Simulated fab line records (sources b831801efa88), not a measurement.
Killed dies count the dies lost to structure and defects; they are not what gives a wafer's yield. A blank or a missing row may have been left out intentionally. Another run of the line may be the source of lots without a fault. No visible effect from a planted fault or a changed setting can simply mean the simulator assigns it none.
Which tool did it? / flow gf180mcu / 14 lots, 42 wafers sampled, at 2 steps of a route of 602

WHAT THE GAUGES READ, wafer by wafer
GF_MIM_RS_MEAS_10: the measuring method here is four-point-probe. Usual: MIM_ALCU_RS gives 0.1607 ohm/sq (standard deviation 0.0019).
lot=L616; measured=day 24 22:41; on=filmMetro-01; MIM_ALCU_RS (ohm/sq)=0.1618 0.1608 0.1617; flag=
lot=L619; measured=day 26 05:21; on=filmMetro-01; MIM_ALCU_RS (ohm/sq)=0.1587 0.1606 0.1604; flag=
lot=L620; measured=day 26 10:33; on=filmMetro-04; MIM_ALCU_RS (ohm/sq)=0.1589 0.1612 0.1609; flag=
lot=L621; measured=day 26 20:53; on=filmMetro-02; MIM_ALCU_RS (ohm/sq)=0.1654 0.1626 0.1632; flag=
lot=L622; measured=day 27 09:57; on=filmMetro-01; MIM_ALCU_RS (ohm/sq)=0.1616 0.1623 0.1643; flag=
lot=L624; measured=day 27 20:44; on=filmMetro-04; MIM_ALCU_RS (ohm/sq)=0.1578 0.1588 0.1591; flag=
lot=L625; measured=day 28 05:17; on=filmMetro-01; MIM_ALCU_RS (ohm/sq)=0.1602 0.1596 0.1590; flag=
lot=L627; measured=day 28 17:55; on=filmMetro-02; MIM_ALCU_RS (ohm/sq)=0.1626 0.1645 0.1618; flag=
lot=L628; measured=day 28 21:24; on=filmMetro-02; MIM_ALCU_RS (ohm/sq)=0.1601 0.1606 0.1595; flag=
lot=L630; measured=day 29 08:13; on=filmMetro-02; MIM_ALCU_RS (ohm/sq)=0.1607 0.1575 0.1596; flag=
lot=L629; measured=day 29 10:45; on=filmMetro-04; MIM_ALCU_RS (ohm/sq)=0.1619 0.1620 0.1619; flag=
lot=L636; measured=day 30 21:26; on=filmMetro-02; MIM_ALCU_RS (ohm/sq)=0.1628 0.1624 0.1626; flag=
lot=L637; measured=day 31 00:50; on=filmMetro-04; MIM_ALCU_RS (ohm/sq)=0.1589 0.1588 0.1600; flag=
lot=L638; measured=day 31 07:12; on=filmMetro-02; MIM_ALCU_RS (ohm/sq)=0.1627 0.1630 0.1621; flag=

TOOL THAT RAN EACH LOT (tool first, then ch and the chambers of the sampled wafers, then the start)
lot=L616; GF_V4_ETCH_16=rieDiel-02 ch 0,1,3, day 24 20:51
lot=L619; GF_V4_ETCH_16=rieDiel-02 ch 0,1,3, day 26 03:22
lot=L620; GF_V4_ETCH_16=rieDiel-02 ch 0,1,3, day 26 08:44
lot=L621; GF_V4_ETCH_16=rieDiel-02 ch 0,3, day 26 19:05
lot=L622; GF_V4_ETCH_16=rieDiel-02 ch 1,2,3, day 27 08:06
lot=L624; GF_V4_ETCH_16=rieDiel-02 ch 0,1,2, day 27 18:50
lot=L625; GF_V4_ETCH_16=rieDiel-02 ch 0,2,3, day 28 02:41
lot=L627; GF_V4_ETCH_16=rieDiel-02 ch 2,3, day 28 16:04
lot=L628; GF_V4_ETCH_16=rieDiel-02 ch 2,3, day 28 19:27
lot=L630; GF_V4_ETCH_16=rieDiel-01 ch 1,2, day 29 06:26
lot=L629; GF_V4_ETCH_16=rieDiel-01 ch 1,2,3, day 29 08:59
lot=L636; GF_V4_ETCH_16=rieDiel-03 ch 1,2, day 30 19:23
lot=L637; GF_V4_ETCH_16=rieDiel-03 ch 0,2,3, day 30 22:54
lot=L638; GF_V4_ETCH_16=rieDiel-02 ch 0,1,2, day 31 05:25
- GF_V4_ETCH_16: etches BARC in N2/H2.

WHAT THE TOOLS THEMSELVES READ (means of the sampled wafers that have a number; where no wafer has one, the mark that the record gives instead)
GF_V4_ETCH_16. Usual: drypumpMotorCurrentA 5.9 A, standard deviation 0.38; oesProductAu 0.854 a.u., standard deviation 0.0048; throttleValvePct 13.224 %, standard deviation 0.0094.
lot=L616; tool=rieDiel-02; drypumpMotorCurrentA (A)=6.1; oesProductAu (a.u.)=0.852; throttleValvePct (%)=13.227; flag=
lot=L619; tool=rieDiel-02; drypumpMotorCurrentA (A)=6.1; oesProductAu (a.u.)=0.849; throttleValvePct (%)=13.228; flag=
lot=L620; tool=rieDiel-02; drypumpMotorCurrentA (A)=6.1; oesProductAu (a.u.)=0.856; throttleValvePct (%)=13.227; flag=
lot=L621; tool=rieDiel-02; drypumpMotorCurrentA (A)=6.0; oesProductAu (a.u.)=0.856; throttleValvePct (%)=13.226; flag=
lot=L622; tool=rieDiel-02; drypumpMotorCurrentA (A)=6.0; oesProductAu (a.u.)=0.857; throttleValvePct (%)=13.216; flag=
lot=L624; tool=rieDiel-02; drypumpMotorCurrentA (A)=5.8; oesProductAu (a.u.)=0.856; throttleValvePct (%)=13.219; flag=
lot=L625; tool=rieDiel-02; drypumpMotorCurrentA (A)=5.8; oesProductAu (a.u.)=0.855; throttleValvePct (%)=13.228; flag=
lot=L627; tool=rieDiel-02; drypumpMotorCurrentA (A)=5.7; oesProductAu (a.u.)=0.856; throttleValvePct (%)=13.232; flag=
lot=L628; tool=rieDiel-02; drypumpMotorCurrentA (A)=6.0; oesProductAu (a.u.)=0.851; throttleValvePct (%)=13.222; flag=
lot=L630; tool=rieDiel-01; drypumpMotorCurrentA (A)=5.4; oesProductAu (a.u.)=0.854; throttleValvePct (%)=13.235; flag=
lot=L629; tool=rieDiel-01; drypumpMotorCurrentA (A)=5.7; oesProductAu (a.u.)=0.856; throttleValvePct (%)=13.230; flag=
lot=L636; tool=rieDiel-03; drypumpMotorCurrentA (A)=6.1; oesProductAu (a.u.)=0.852; throttleValvePct (%)=13.222; flag=
lot=L637; tool=rieDiel-03; drypumpMotorCurrentA (A)=6.0; oesProductAu (a.u.)=0.861; throttleValvePct (%)=13.231; flag=
lot=L638; tool=rieDiel-02; drypumpMotorCurrentA (A)=5.8; oesProductAu (a.u.)=0.852; throttleValvePct (%)=13.232; flag=

THE ANSWER, worked out from the rows above alone
Rule: take the mean of a lot's wafers that have a number; if it is more than 3 standard deviations from the usual mean, the lot is off. Also off: a lot with no number at a reading for which 4 or more lots have one. The other lots that the step has rows for count as sound. First the gauges in route order, then the tools' own readings, where a lot's mean is used as printed above. At the first step where some lot is off, the reading lying furthest off is the one used; lots without a number count as furthest.
No lot is off on any of the readings shown, so nothing can be concluded from this.

WHAT HAD BEEN PUT IN BY THE SIMULATOR
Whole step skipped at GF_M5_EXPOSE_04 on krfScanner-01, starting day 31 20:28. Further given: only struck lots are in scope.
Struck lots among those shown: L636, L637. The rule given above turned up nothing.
